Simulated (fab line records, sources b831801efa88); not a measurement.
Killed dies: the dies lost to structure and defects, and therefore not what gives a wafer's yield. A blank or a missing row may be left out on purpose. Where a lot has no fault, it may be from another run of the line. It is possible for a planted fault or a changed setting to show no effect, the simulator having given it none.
Which of the tools did it? :: flow gf180mcu :: Sampling: 11 lots, 33 wafers, 6 of 602 route steps

WHAT THE GAUGES SHOWED, per wafer
GF_M1_RS_MEAS_05: uses a four-point probe to measure. Usual: M1_ALCU_RS gives 0.0693 ohm/sq (standard deviation 0.00098).
lot: L821
measured: day 16 06:23
on: film metro-01
M1_ALCU_RS (ohm/sq): 0.0687 0.0686 0.0690
flag: 

lot: L822
measured: day 16 16:53
on: film metro-02
M1_ALCU_RS (ohm/sq): 0.0700 0.0693 0.0691
flag: 

lot: L824
measured: day 17 11:38
on: film metro-02
M1_ALCU_RS (ohm/sq): 0.0679 0.0685 0.0691
flag: 

lot: L825
measured: day 17 15:44
on: film metro-04
M1_ALCU_RS (ohm/sq): 0.0698 0.0708 0.0702
flag: 

lot: L829
measured: day 19 00:28
on: film metro-01
M1_ALCU_RS (ohm/sq): 0.0698 0.0695 0.0694
flag: 

lot: L834
measured: day 20 23:12
on: film metro-01
M1_ALCU_RS (ohm/sq): 0.0700 0.0700 0.0744
flag: 

lot: L840
measured: day 23 13:53
on: film metro-02
M1_ALCU_RS (ohm/sq): 0.0688 0.0676 0.0686
flag: 

lot: L841
measured: day 23 16:36
on: film metro-04
M1_ALCU_RS (ohm/sq): 0.0693 0.0681 0.0685
flag: 

lot: L842
measured: day 23 23:31
on: film metro-04
M1_ALCU_RS (ohm/sq): 0.0702 0.0702 0.0698
flag: 

lot: L844
measured: day 24 09:59
on: film metro-01
M1_ALCU_RS (ohm/sq): 0.0679 0.0688 0.0691
flag: 

lot: L843
measured: day 24 11:32
on: film metro-04
M1_ALCU_RS (ohm/sq): 0.0703 0.0712 0.0713
flag: 

GF_M1_THK_MEAS_06: measures by xrf. Usual: M1_ALCU_THK gives 453 nm (standard deviation 7.1).
lot: L821
measured: day 16 06:30
on: film metro-01
M1_ALCU_THK (nm): 455 455 452
flag: 

lot: L822
measured: day 16 17:00
on: film metro-02
M1_ALCU_THK (nm): 450 451 456
flag: 

lot: L824
measured: day 17 11:45
on: film metro-02
M1_ALCU_THK (nm): 463 458 455
flag: 

lot: L825
measured: day 17 15:51
on: film metro-04
M1_ALCU_THK (nm): 450 444 451
flag: 

lot: L829
measured: day 19 00:35
on: film metro-01
M1_ALCU_THK (nm): 453 453 455
flag: 

lot: L834
measured: day 20 23:19
on: film metro-01
M1_ALCU_THK (nm): 449 452 427
flag: 

lot: L840
measured: day 23 14:00
on: film metro-02
M1_ALCU_THK (nm): 456 461 456
flag: 

lot: L841
measured: day 23 16:42
on: film metro-04
M1_ALCU_THK (nm): 449 457 455
flag: 

lot: L842
measured: day 23 23:38
on: film metro-04
M1_ALCU_THK (nm): 444 442 447
flag: 

lot: L844
measured: day 24 10:06
on: film metro-01
M1_ALCU_THK (nm): 467 460 457
flag: 

lot: L843
measured: day 24 11:39
on: film metro-04
M1_ALCU_THK (nm): 445 438 439
flag: 

GF_M1_CD_MEAS_14 targets a cd of 230 nm. Usual: 229.7 nm for cd nm, sd 1.1.
lot: L821
measured: day 17 04:26
on: cd sem-02
cd nm (nm): 230.0 231.7 230.6
flag: 

lot: L822
measured: day 17 15:32
on: cd sem-01
cd nm (nm): 229.5 229.0 229.0
flag: 

lot: L824
measured: day 18 10:48
on: cd sem-01
cd nm (nm): 228.4 228.1 228.8
flag: 

lot: L825
measured: day 18 15:18
on: cd sem-02
cd nm (nm): 231.2 230.6 230.9
flag: 

lot: L829
measured: day 20 00:42
on: cd sem-01
cd nm (nm): 229.8 228.6 230.3
flag: 

lot: L834
measured: day 21 23:00
on: cd sem-02
cd nm (nm): 231.6 231.7 233.5
flag: 

lot: L840
measured: day 24 12:00
on: cd sem-01
cd nm (nm): 230.4 229.9 229.5
flag: 

lot: L841
measured: day 24 14:29
on: cd sem-01
cd nm (nm): 228.6 230.7 229.6
flag: 

lot: L842
measured: day 24 21:53
on: cd sem-02
cd nm (nm): 228.8 229.1 229.8
flag: 

lot: L844
measured: day 25 07:33
on: cd sem-02
cd nm (nm): 231.4 229.3 230.8
flag: 

lot: L843
measured: day 25 09:15
on: cd sem-01
cd nm (nm): 229.3 229.3 229.4
flag: 

EACH LOT AND THE TOOL THAT RAN IT (in order: tool; ch and the chambers of the sampled wafers; start)
lot: L821
GF_SALICIDE_RTA_06: rtp anneal-01 ch 0, day 15 06:29
GF_CONTACT_CVD_02: pecvd-03 ch 0,2, day 15 06:53
GF_M1_SPUTTER_02: pvd sputter-02, day 16 06:17

lot: L822
GF_SALICIDE_RTA_06: rtp anneal-01 ch 0, day 15 16:11
GF_CONTACT_CVD_02: pecvd-04 ch 0,2, day 15 16:53
GF_M1_SPUTTER_02: pvd sputter-02, day 16 16:47

lot: L824
GF_SALICIDE_RTA_06: rtp anneal-01 ch 0, day 16 10:44
GF_CONTACT_CVD_02: pecvd-01 ch 0,1,2, day 16 11:08
GF_M1_SPUTTER_02: pvd sputter-01, day 17 11:32

lot: L825
GF_SALICIDE_RTA_06: rtp anneal-02 ch 0, day 16 14:38
GF_CONTACT_CVD_02: pecvd-01 ch 0,1,2, day 16 15:02
GF_M1_SPUTTER_02: pvd sputter-02, day 17 15:38

lot: L829
GF_SALICIDE_RTA_06: rtp anneal-01 ch 0, day 17 22:08
GF_CONTACT_CVD_02: pecvd-01 ch 0,2, day 17 22:32
GF_M1_SPUTTER_02: pvd sputter-02, day 19 00:23

lot: L834
GF_SALICIDE_RTA_06: rtp anneal-01 ch 0, day 19 20:43
GF_CONTACT_CVD_02: pecvd-01 ch 0,1,2, day 19 21:07
GF_M1_SPUTTER_02: pvd sputter-02, day 20 23:07

lot: L840
GF_SALICIDE_RTA_06: rtp anneal-02 ch 0, day 22 12:28
GF_CONTACT_CVD_02: pecvd-03 ch 1,2, day 22 12:51
GF_M1_SPUTTER_02: pvd sputter-01, day 23 13:47

lot: L841
GF_SALICIDE_RTA_06: rtp anneal-02 ch 0, day 22 15:10
GF_CONTACT_CVD_02: pecvd-04 ch 0,1, day 22 15:32
GF_M1_SPUTTER_02: pvd sputter-01, day 23 16:28

lot: L842
GF_SALICIDE_RTA_06: rtp anneal-01 ch 0, day 22 22:31
GF_CONTACT_CVD_02: pecvd-04 ch 0,1,2, day 22 22:55
GF_M1_SPUTTER_02: pvd sputter-02, day 23 23:25

lot: L844
GF_SALICIDE_RTA_06: rtp anneal-01 ch 0, day 23 08:58
GF_CONTACT_CVD_02: pecvd-01 ch 0,2, day 23 09:20
GF_M1_SPUTTER_02: pvd sputter-02, day 24 09:53

lot: L843
GF_SALICIDE_RTA_06: rtp anneal-02 ch 0, day 23 11:13
GF_CONTACT_CVD_02: pecvd-03 ch 0,2, day 23 11:42
GF_M1_SPUTTER_02: pvd sputter-03, day 24 11:26
- GF_SALICIDE_RTA_06: time 30 s.
- GF_CONTACT_CVD_02: deposits SiO2 from TEOS, target thk 860 nm, time 95.992 s.
- GF_M1_SPUTTER_02: material AlCu, target thk 450 nm, time 23.9 s.

WHAT THE TOOLS THEMSELVES READ (means of the sampled wafers that have a number; where no wafer has one, the mark that the record gives instead)
GF_SALICIDE_RTA_06. Usual: lamp power pct 6.18 %, standard deviation 0.21; wafer_temp_C_max 532.2, standard deviation 0.44.
lot: L821
tool: rtp anneal-01
lamp power pct (%): 5.99
wafer_temp_C_max: 532.3
flag: 

lot: L822
tool: rtp anneal-01
lamp power pct (%): 5.98
wafer_temp_C_max: 532.3
flag: 

lot: L824
tool: rtp anneal-01
lamp power pct (%): 5.98
wafer_temp_C_max: 532.0
flag: 

lot: L825
tool: rtp anneal-02
lamp power pct (%): 6.42
wafer_temp_C_max: 531.9
flag: 

lot: L829
tool: rtp anneal-01
lamp power pct (%): 5.99
wafer_temp_C_max: 532.6
flag: 

lot: L834
tool: rtp anneal-01
lamp power pct (%): 5.98
wafer_temp_C_max: 532.2
flag: 

lot: L840
tool: rtp anneal-02
lamp power pct (%): 6.41
wafer_temp_C_max: 532.4
flag: 

lot: L841
tool: rtp anneal-02
lamp power pct (%): 6.42
wafer_temp_C_max: 532.1
flag: 

lot: L842
tool: rtp anneal-01
lamp power pct (%): 5.98
wafer_temp_C_max: 532.0
flag: 

lot: L844
tool: rtp anneal-01
lamp power pct (%): 5.98
wafer_temp_C_max: 532.2
flag: 

lot: L843
tool: rtp anneal-02
lamp power pct (%): 6.41
wafer_temp_C_max: 532.2
flag: 

GF_CONTACT_CVD_02. Usual: heater power w 678 W, standard deviation 87; susceptor temp C 400.00 C, standard deviation 0.23.
lot: L821
tool: pecvd-03
heater power w (W): 693
susceptor temp C (C): 400.26
flag: 

lot: L822
tool: pecvd-04
heater power w (W): 649
susceptor temp C (C): 400.00
flag: 

lot: L824
tool: pecvd-01
heater power w (W): 755
susceptor temp C (C): 400.13
flag: 

lot: L825
tool: pecvd-01
heater power w (W): 652
susceptor temp C (C): 400.05
flag: 

lot: L829
tool: pecvd-01
heater power w (W): 694
susceptor temp C (C): 399.90
flag: 

lot: L834
tool: pecvd-01
heater power w (W): 762
susceptor temp C (C): 400.01
flag: 

lot: L840
tool: pecvd-03
heater power w (W): 645
susceptor temp C (C): 399.95
flag: 

lot: L841
tool: pecvd-04
heater power w (W): 692
susceptor temp C (C): 399.85
flag: 

lot: L842
tool: pecvd-04
heater power w (W): 654
susceptor temp C (C): 399.93
flag: 

lot: L844
tool: pecvd-01
heater power w (W): 723
susceptor temp C (C): 400.05
flag: 

lot: L843
tool: pecvd-03
heater power w (W): 701
susceptor temp C (C): 399.93
flag: 

GF_M1_SPUTTER_02. Usual: cathode dc power W 10600 W, standard deviation 2; chamber pressure pa 0.3999 Pa, standard deviation 0.00081; throttle valve pct 30.1 %, standard deviation 0.93.
lot: L821
tool: pvd sputter-02
cathode dc power W (W): 10599
chamber pressure pa (Pa): 0.3992
throttle valve pct (%): 30.5
flag: 

lot: L822
tool: pvd sputter-02
cathode dc power W (W): 10600
chamber pressure pa (Pa): 0.3995
throttle valve pct (%): 30.6
flag: 

lot: L824
tool: pvd sputter-01
cathode dc power W (W): 10601
chamber pressure pa (Pa): 0.4007
throttle valve pct (%): 30.7
flag: 

lot: L825
tool: pvd sputter-02
cathode dc power W (W): 10599
chamber pressure pa (Pa): 0.3997
throttle valve pct (%): 29.8
flag: 

lot: L829
tool: pvd sputter-02
cathode dc power W (W): 10600
chamber pressure pa (Pa): 0.3995
throttle valve pct (%): 30.6
flag: 

lot: L834
tool: pvd sputter-02
cathode dc power W (W): 10601
chamber pressure pa (Pa): 0.4235
throttle valve pct (%): 29.4
flag: OFF

lot: L840
tool: pvd sputter-01
cathode dc power W (W): 10602
chamber pressure pa (Pa): 0.3997
throttle valve pct (%): 31.0
flag: 

lot: L841
tool: pvd sputter-01
cathode dc power W (W): 10601
chamber pressure pa (Pa): 0.3989
throttle valve pct (%): 31.0
flag: 

lot: L842
tool: pvd sputter-02
cathode dc power W (W): 10601
chamber pressure pa (Pa): 0.4003
throttle valve pct (%): 30.3
flag: 

lot: L844
tool: pvd sputter-02
cathode dc power W (W): 10601
chamber pressure pa (Pa): 0.3997
throttle valve pct (%): 29.9
flag: 

lot: L843
tool: pvd sputter-03
cathode dc power W (W): 10601
chamber pressure pa (Pa): 0.3998
throttle valve pct (%): 28.4
flag: 

THE ANSWER, worked out from the rows above alone
Rule: lot off if the mean of its wafers having a number is beyond 3 standard deviations from the usual mean. A lot without any number at a reading at which 4 lots or more have one is off too. Any other lot the step has rows for is counted as sound. The gauges are gone through in route order, then the tools' own readings, and for those a lot's mean is taken as printed above. At the first step where some lot is off, the reading lying furthest off is the one used; lots without a number count as furthest.
Off: L834 (GF_M1_SPUTTER_02, chamber pressure pa).
A tool fits if, at that step or a process step before it, it ran every lot that is off, and no sound lot after the first of them. None of those tried fits.

WHAT THE SIMULATOR HAD INSERTED
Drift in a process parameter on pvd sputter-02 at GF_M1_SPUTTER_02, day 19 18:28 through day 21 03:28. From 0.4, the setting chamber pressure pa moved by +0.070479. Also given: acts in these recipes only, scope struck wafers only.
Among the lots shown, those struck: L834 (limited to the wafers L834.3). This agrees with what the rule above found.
